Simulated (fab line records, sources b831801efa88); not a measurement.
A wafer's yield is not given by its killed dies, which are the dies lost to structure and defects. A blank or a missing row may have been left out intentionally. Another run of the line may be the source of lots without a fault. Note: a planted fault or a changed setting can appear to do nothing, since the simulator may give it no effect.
The same fault as seen by 2 desks || flow sky130 || what lay behind the numbers comes last; until then each desk has only its own

## DESK OF THE TOOL OWNER: cmp-02
The tool's own readings at SKY_FIELD_ISO_CMP_27 (polishes, stops on Si3N4, t overpolish 16 s, target thk 457.8 nm): means of the sampled wafers that have a number, for each lot that ran on this tool. Any lot whose mean is over 4 standard deviations away from the usual mean is out of limits and marked OUT; that distance is given in the brackets.
Columns: A = edge-zone-pressure-frac at SKY_FIELD_ISO_CMP_27, usual 1.001; B = motor-current-A at SKY_FIELD_ISO_CMP_27, usual 12.0 A; C = overpolish-run-s at SKY_FIELD_ISO_CMP_27, usual 16.000 s; D = platen-rpm at SKY_FIELD_ISO_CMP_27, usual 60.00 rpm; E = time-to-endpoint-s at SKY_FIELD_ISO_CMP_27, usual 112 s
{"lot": "L147", "first seen here": "day 3 06:44", "A": 0.999, "B": 12.6, "C": 16.003, "D": 59.98, "E": 115}
{"lot": "L149", "first seen here": "day 3 15:43", "A": 0.999, "B": 12.4, "C": 16.011, "D": 59.99, "E": 112}
{"lot": "L161", "first seen here": "day 6 11:34", "A": 1.005, "B": 11.8, "C": 16.006, "D": 59.99, "E": 111}
{"lot": "L163", "first seen here": "day 6 18:27", "A": 1.006, "B": 12.1, "C": 15.997, "D": 60.03, "E": 109}
Result from this desk: across the 4 lots, nothing is out of limits.

## AT THE METROLOGY DESK
What the gauges read for every lot (on any tool): the sampled wafers with a number, averaged. Any lot whose mean is over 4 standard deviations away from the usual mean is out of limits and marked OUT; that distance is given in the brackets.
Columns: A = FIELD_ISO_OXIDATION_01_THK at SKY_FIELD_ISO_THK_MEAS_23, usual 10.02 nm; B = FIELD_ISO_CVD_24_THK at SKY_FIELD_ISO_THK_MEAS_25, usual 598 nm; C = NWELL_OXIDATION_THK at SKY_NWELL_THK_MEAS_02, usual 10.01 nm; D = DNWELL_TW at SKY_DNWELL_TW_MEAS_09, usual 1112; E = PWDE_OVL at SKY_PWDE_OVL_MEAS_07, usual -0.1 nm; F = PWDE_TW at SKY_PWDE_TW_MEAS_10, usual 374
{"lot": "L147", "first seen here": "day 3 04:56", "A": 10.05, "B": 597, "C": 9.77, "D": 1097, "E": -0.1, "F": 371}
{"lot": "L149", "first seen here": "day 3 13:55", "A": 9.87, "B": 598, "C": 9.74, "D": 1106, "E": -0.3, "F": 372}
{"lot": "L151", "first seen here": "day 4 00:54", "A": 10.16, "B": 591, "C": 9.66, "D": 1111, "E": -0.2, "F": 370}
{"lot": "L154", "first seen here": "day 4 16:25", "A": 9.93, "B": 596, "C": 9.82, "D": 1124, "E": 0.0, "F": 373}
{"lot": "L161", "first seen here": "day 6 07:09", "A": 10.06, "B": 603, "C": 10.02, "D": 1112, "E": -0.8, "F": 373}
{"lot": "L163", "first seen here": "day 6 15:39", "A": 10.07, "B": 604, "C": 10.12, "D": 1132, "E": -0.2, "F": 372}
Result from this desk: across the 6 lots, nothing is out of limits.

## TAKEN TOGETHER
The tool owner's desk saw nothing out of limits.
The metrology desk saw nothing out of limits.

## WHAT THE SIMULATOR HAD INSERTED
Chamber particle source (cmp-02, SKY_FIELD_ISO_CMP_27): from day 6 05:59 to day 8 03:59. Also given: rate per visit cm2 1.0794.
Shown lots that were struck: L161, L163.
